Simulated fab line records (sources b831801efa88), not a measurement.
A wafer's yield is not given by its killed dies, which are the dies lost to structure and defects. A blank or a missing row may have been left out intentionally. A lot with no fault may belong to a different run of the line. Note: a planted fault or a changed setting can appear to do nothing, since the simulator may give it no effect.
Which of the tools did it? ; flow sky130 ; Sampling: 11 lots, 31 wafers, 5 of 708 route steps

WHAT THE GAUGES READ, wafer by wafer
The record holds no reading of a measuring or inspecting step that can be judged against a usual standard deviation.

WHICH TOOL RAN EACH LOT (tool, then ch and the chambers of the sampled wafers, then the start)
lot;SKY_VT_ADJUST_PCH_STRIP_09;SKY_LI_CONTACT_ETCH_14;SKY_VIA2_ETCH_15;SKY_VIA4_SOFTBAKE_07;SKY_PAD_OPEN_PROBE_99
L480;plasmaAsher-03 ch 0,1, day 11 00:40;rieDiel-03 ch 1,2,3, day 30 04:05;rieDiel-01 ch 1,2,3, day 37 05:04;lithoTrack-03 ch 0, day 43 03:56;-
L481;plasmaAsher-03 ch 0,1, day 11 11:14;rieDiel-02 ch 0,2,3, day 30 09:38;rieDiel-01 ch 0,3, day 37 10:52;lithoTrack-04 ch 0, day 43 07:44;-
L483;plasmaAsher-03 ch 0,1, day 11 23:37;rieDiel-01 ch 1,3, day 30 22:05;rieDiel-04 ch 1,3, day 37 23:04;lithoTrack-03 ch 0, day 43 19:38;-
L484;plasmaAsher-04 ch 1, day 12 10:01;rieDiel-01 ch 0,1,2, day 31 11:29;rieDiel-04 ch 1,2,3, day 38 10:28;lithoTrack-03 ch 0, day 44 05:35;-
L486;plasmaAsher-02 ch 0,1, day 13 01:01;rieDiel-01 ch 2,3, day 32 01:35;rieDiel-01 ch 0,2,3, day 38 22:49;lithoTrack-04 ch 0, day 44 17:16;-
L487;plasmaAsher-03 ch 0,1, day 13 05:04;rieDiel-03 ch 0,2,3, day 32 03:01;rieDiel-02 ch 0,3, day 39 01:56;lithoTrack-01 ch 0, day 44 18:51;-
L492;plasmaAsher-03 ch 1, day 14 20:56;rieDiel-01 ch 2,3, day 33 16:25;rieDiel-01 ch 0,1, day 40 10:32;lithoTrack-04 ch 0, day 46 00:55;-
L493;plasmaAsher-02 ch 0,1, day 15 09:02;rieDiel-03 ch 0,3, day 34 07:49;rieDiel-02 ch 1,2, day 41 01:44;lithoTrack-04 ch 0, day 46 14:07;prober-01, day 49 12:53
L498;plasmaAsher-04 ch 0,1, day 16 21:58;rieDiel-01 ch 1,2,3, day 36 05:04;rieDiel-04 ch 1,2,3, day 42 20:43;lithoTrack-01 ch 0, day 48 00:31;-
L499;plasmaAsher-03 ch 0,1, day 17 14:43;rieDiel-01 ch 1,2, day 36 08:34;rieDiel-01 ch 1,3, day 42 22:01;lithoTrack-01 ch 0, day 48 04:06;-
L501;plasmaAsher-02 ch 0, day 18 03:40;rieDiel-01 ch 1,2, day 36 22:32;rieDiel-01 ch 0,2, day 43 07:31;lithoTrack-01 ch 0, day 48 10:42;-
- SKY_VT_ADJUST_PCH_STRIP_09: strips in O2/N2.
- SKY_LI_CONTACT_ETCH_14: etches BARC in N2/H2, stops on SiO2, time 45.9 s, target depth 60 nm.
- SKY_VIA2_ETCH_15: etches SiO2 in C4F8/O2/Ar, stops on TiN, target depth 546 nm, time 84 s.
- SKY_VIA4_SOFTBAKE_07: time 60 s.
- SKY_PAD_OPEN_PROBE_99

AS READ BY THE TOOLS THEMSELVES (means over the sampled wafers that have a number; for cases with no such wafer, the mark the record gives instead)
SKY_VT_ADJUST_PCH_STRIP_09. Usual: drypumpMotorCurrentA 5.54 A, standard deviation 0.18; o2FlowSccm 3001 sccm, standard deviation 7.9; oesProductAu 0.722 a.u., standard deviation 0.0047; stripTimeToEndpointS 36.93 s, standard deviation 0.1.
lot;tool;drypumpMotorCurrentA (A);o2FlowSccm (sccm);oesProductAu (a.u.);stripTimeToEndpointS (s);flag
L480;plasmaAsher-03;5.63;2999;0.722;37.04;
L481;plasmaAsher-03;5.62;2994;0.720;36.90;
L483;plasmaAsher-03;5.62;3000;0.722;36.89;
L484;plasmaAsher-04;5.21;3006;0.720;37.00;
L486;plasmaAsher-02;5.57;3001;0.723;36.97;
L487;plasmaAsher-03;5.63;3000;0.721;36.97;
L492;plasmaAsher-03;5.75;3011;0.720;36.98;
L493;plasmaAsher-02;5.51;3002;0.723;36.94;
L498;plasmaAsher-04;5.33;3005;0.721;36.91;
L499;plasmaAsher-03;5.69;2996;0.723;37.11;
L501;plasmaAsher-02;5.34;3014;0.724;36.74;

SKY_LI_CONTACT_ETCH_14. Usual: drypumpMotorCurrentA 5.8 A, standard deviation 0.47; oesProductAu 0.855 a.u., standard deviation 0.0047; rfFwdPowerW 494.8 W, standard deviation 1.9; throttleValvePct 13.225 %, standard deviation 0.009.
lot;tool;drypumpMotorCurrentA (A);oesProductAu (a.u.);rfFwdPowerW (W);throttleValvePct (%);flag
L480;rieDiel-03;5.2;0.852;494.7;13.223;
L481;rieDiel-02;6.1;0.856;495.0;13.218;
L483;rieDiel-01;5.4;0.851;493.5;13.230;
L484;rieDiel-01;5.7;0.859;495.1;13.225;
L486;rieDiel-01;5.6;0.852;497.3;13.227;
L487;rieDiel-03;5.8;0.853;495.3;13.229;
L492;rieDiel-01;5.7;0.859;496.1;13.239;
L493;rieDiel-03;5.8;0.855;492.8;13.221;
L498;rieDiel-01;5.6;0.857;495.3;13.227;
L499;rieDiel-01;5.5;0.851;494.3;13.224;
L501;rieDiel-01;5.8;0.851;495.3;13.229;

SKY_VIA2_ETCH_15. Usual: oesProductAu 0.939 a.u., standard deviation 0.0045; rfFwdPowerW 1489 W, standard deviation 5.5.
lot;tool;oesProductAu (a.u.);rfFwdPowerW (W);flag
L480;rieDiel-01;0.941;1493;
L481;rieDiel-01;0.935;1495;
L483;rieDiel-04;0.938;1483;
L484;rieDiel-04;0.939;1484;
L486;rieDiel-01;0.940;1493;
L487;rieDiel-02;0.941;1487;
L492;rieDiel-01;0.939;1490;
L493;rieDiel-02;0.939;1490;
L498;rieDiel-04;0.938;1487;
L499;rieDiel-01;0.941;1491;
L501;rieDiel-01;0.937;1487;

SKY_VIA4_SOFTBAKE_07. Usual: exhaustPa 45.1 Pa, standard deviation 0.85; heaterPowerTotalW 56.60 W, standard deviation 0.044; runLengthS 89.19 s, standard deviation 0.14.
lot;tool;exhaustPa (Pa);heaterPowerTotalW (W);runLengthS (s);flag
L480;lithoTrack-03;44.7;56.59;89.08;
L481;lithoTrack-04;45.1;56.59;89.02;
L483;lithoTrack-03;44.9;56.60;89.12;
L484;lithoTrack-03;45.0;56.60;89.17;
L486;lithoTrack-04;44.5;56.59;89.10;
L487;lithoTrack-01;45.5;56.59;89.41;
L492;lithoTrack-04;44.5;58.92;82.64;OFF
L493;lithoTrack-04;44.6;58.95;82.81;OFF
L498;lithoTrack-01;44.7;56.58;89.26;
L499;lithoTrack-01;46.4;56.66;89.28;
L501;lithoTrack-01;45.6;56.58;89.25;

SKY_PAD_OPEN_PROBE_99. Usual: defectLimitedYield 82.4 %, standard deviation 1.8; killed_at_M0_to_M3 45, standard deviation 6.8; killed_at_M4_up 3.2, standard deviation 1.6; killedAtContacts 24, standard deviation 5.1; killedAtFrontEnd 14, standard deviation 4.4; killedAtOther 0.4, standard deviation 0.65; killedDies 87, standard deviation 8.8; killedOpen 47, standard deviation 7.2; killedShort 39, standard deviation 6.1; sort_bin_3_pad_short 0.9 %, standard deviation 0.38; sort_bin_5_function 10.4 %, standard deviation 1.5; sort_bin_6_memory 6.4 %, standard deviation 1.1; sortNPass 405, standard deviation 8.8; sortYieldPct 82.4 %, standard deviation 1.8.
lot;tool;defectLimitedYield (%);killed_at_M0_to_M3;killed_at_M4_up;killedAtContacts;killedAtFrontEnd;killedAtOther;killedDies;killedOpen;killedShort;sort_bin_3_pad_short (%);sort_bin_5_function (%);sort_bin_6_memory (%);sortNPass;sortYieldPct (%);flag
L493;prober-01;81.1;54;4.0;24;11;0.0;93;42;51;0.6;11.4;6.9;399;81.1;

THE ANSWER, worked out from the rows above alone
Rule: a lot is off if the mean of its wafers that have a number lies more than 3 standard deviations from the usual mean. Also off: a lot with no number at a reading for which 4 or more lots have one. All remaining lots with rows at the step are treated as sound. First the gauges in route order, then the tools' own readings, where a lot's mean is used as printed above. At the first step where some lot is off, the reading lying furthest off is the one used; lots without a number count as furthest.
Off, at SKY_VIA4_SOFTBAKE_07 on heaterPowerTotalW: L492, L493.
If a tool, at that step or one of the process steps before it, ran each lot that is off and ran no sound lot following the first of them, it fits. One fits: lithoTrack-04 at SKY_VIA4_SOFTBAKE_07. A fault onset in the window from L486 (day 44 17:16, its last sound lot) to L492 (day 46 00:55, its first lot off) fits.
The tool's own readings at SKY_VIA4_SOFTBAKE_07 bear it out: on the lots that are off they differ by more than 5 times the standard deviation of the sound lots' means. heaterPowerTotalW reads 58.94 W there against 56.60 W on the sound lots; runLengthS reads 82.72 s there against 89.19 s on the sound lots.

WHAT HAD BEEN PUT IN BY THE SIMULATOR
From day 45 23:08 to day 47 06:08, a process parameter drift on lithoTrack-04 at SKY_VIA4_SOFTBAKE_07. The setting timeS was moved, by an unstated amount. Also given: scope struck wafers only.
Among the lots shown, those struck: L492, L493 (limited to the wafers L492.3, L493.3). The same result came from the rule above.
